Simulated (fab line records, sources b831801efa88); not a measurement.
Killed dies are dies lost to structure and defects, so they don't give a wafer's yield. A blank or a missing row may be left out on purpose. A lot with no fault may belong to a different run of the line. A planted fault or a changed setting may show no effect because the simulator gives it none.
Which of the tools did it? + flow sky130 + Sampling: 13 lots, 37 wafers, 3 of 708 route steps

## WHAT THE GAUGES READ, wafer by wafer
SKY_SONOS_TUNNEL_CD_MEAS_07: target cd 410 nm.
| lot  | measured     | on        | cd-nm (nm)        |
|------|--------------|-----------|-------------------|
| L198 | day 11 07:31 | cd-sem-01 | 410.9 411.4 409.8 |
| L199 | day 12 11:56 | cd-sem-02 | 408.1 409.2 407.3 |
| L201 | day 12 12:56 | cd-sem-01 | 413.7 413.1 414.1 |
| L202 | day 12 18:11 | cd-sem-01 | 409.3 406.9       |
| L204 | day 13 01:58 | cd-sem-01 | 411.6 411.2       |
| L205 | day 13 19:46 | cd-sem-01 | 406.1 407.7 409.3 |
| L213 | day 16 06:05 | cd-sem-01 | 409.3 407.1 410.8 |
| L214 | day 16 17:04 | cd-sem-01 | 406.6 405.5 407.2 |
| L215 | day 17 02:36 | cd-sem-02 | 410.0 408.9 410.2 |
| L217 | day 17 17:46 | cd-sem-01 | 409.5 411.2 411.7 |
| L218 | day 18 11:19 | cd-sem-02 | 408.8 406.0 405.7 |
| L219 | day 19 12:28 | cd-sem-01 | 408.4 409.0 409.9 |
| L221 | day 20 02:40 | cd-sem-01 | 413.1 412.4 412.6 |

SKY_LDD_HVN_TW_MEAS_10.
| lot  | measured     | on            | LDD_HVN_TW     |
|------|--------------|---------------|----------------|
| L198 | day 20 00:46 | film-metro-02 | 1480 1473 1462 |
| L199 | day 21 10:39 | film-metro-04 | 1423 1434 1427 |
| L201 | day 21 18:37 | film-metro-01 | 1444 1454 1445 |
| L202 | day 21 23:02 | film-metro-04 | 1479 1475      |
| L204 | day 22 09:10 | film-metro-02 | 1516 1514      |
| L205 | day 23 01:08 | film-metro-01 | 1487 1494 1492 |
| L213 | day 25 18:51 | film-metro-04 | 1418 1426 1412 |
| L214 | day 26 06:02 | film-metro-01 | 1451 1448 1460 |
| L215 | day 26 13:28 | film-metro-01 | 1440 1446 1453 |
| L217 | day 27 08:11 | film-metro-01 | 1448 1446 1445 |
| L218 | day 27 21:46 | film-metro-04 | 1446 1446 1445 |
| L219 | day 28 17:41 | film-metro-02 | 1486 1471 1469 |
| L221 | day 29 11:47 | film-metro-01 | 1440 1443 1448 |

## TOOL THAT RAN EACH LOT (tool first, then ch and the chambers of the sampled wafers, then the start)
| lot  | SKY_LDD_HVN_IMPLANT_08          |
|------|---------------------------------|
| L198 | implanter-01 ch 0, day 20 00:31 |
| L199 | implanter-01 ch 0, day 21 10:25 |
| L201 | implanter-02 ch 0, day 21 18:22 |
| L202 | implanter-01 ch 0, day 21 22:50 |
| L204 | implanter-01 ch 0, day 22 08:56 |
| L205 | implanter-01 ch 0, day 23 00:53 |
| L213 | implanter-04 ch 0, day 25 18:37 |
| L214 | implanter-02 ch 0, day 26 05:47 |
| L215 | implanter-02 ch 0, day 26 13:14 |
| L217 | implanter-01 ch 0, day 27 07:56 |
| L218 | implanter-04 ch 0, day 27 21:31 |
| L219 | implanter-01 ch 0, day 28 17:26 |
| L221 | implanter-04 ch 0, day 29 11:32 |
- SKY_LDD_HVN_IMPLANT_08

## WHAT THE TOOLS THEMSELVES READ (means of the sampled wafers that have a number; where no wafer has one, the mark that the record gives instead)
SKY_LDD_HVN_IMPLANT_08.
| lot  | tool         | beam-energy-keV | beam-on-s (s) | faraday-current-uA |
|------|--------------|-----------------|---------------|--------------------|
| L198 | implanter-01 | 60.027          | 9.82          | 172                |
| L199 | implanter-01 | 60.004          | 10.01         | 169                |
| L201 | implanter-02 | 60.014          | 10.12         | 167                |
| L202 | implanter-01 | 60.046          | 11.13         | 152                |
| L204 | implanter-01 | 60.014          | 11.00         | 154                |
| L205 | implanter-01 | 59.997          | 10.98         | 154                |
| L213 | implanter-04 | 59.983          | 10.07         | 168                |
| L214 | implanter-02 | 59.980          | 9.84          | 172                |
| L215 | implanter-02 | 60.011          | 10.26         | 165                |
| L217 | implanter-01 | 59.973          | 9.92          | 171                |
| L218 | implanter-04 | 60.009          | 9.79          | 173                |
| L219 | implanter-01 | 59.991          | 9.95          | 170                |
| L221 | implanter-04 | 60.018          | 10.00         | 169                |

## THE ANSWER, worked out from the rows above alone
Rule: the lots themselves supply what counts as usual. Put in order of their means at a reading, lots are off if they are a third of the lots or fewer, leave a main group of 4 or more, and stand apart from it by a gap of 3 or more times the standard deviation of the main group's means; of several such gaps the widest counts. A main group is skipped when, at the precision printed for the reading in the tables above, its means are all equal. A lot without any number at a reading at which 4 lots or more have one is off too. The other lots that the step has rows for count as sound. Order of review: gauges by route order, followed by the tools' own readings, for which a lot's mean as printed above is used. The first step at which some lot is off is used, and at that step the reading that is off furthest; a lot without a number counts as furthest.
Off, at SKY_LDD_HVN_IMPLANT_08 on beam-on-s: L202, L204, L205. Main group: mean 9.98 s, sd 0.14.
If a tool, at that step or one of the process steps before it, ran each lot that is off and ran no sound lot following the first of them, it fits. None of those tried fits.

## WHAT THE SIMULATOR HAD INSERTED
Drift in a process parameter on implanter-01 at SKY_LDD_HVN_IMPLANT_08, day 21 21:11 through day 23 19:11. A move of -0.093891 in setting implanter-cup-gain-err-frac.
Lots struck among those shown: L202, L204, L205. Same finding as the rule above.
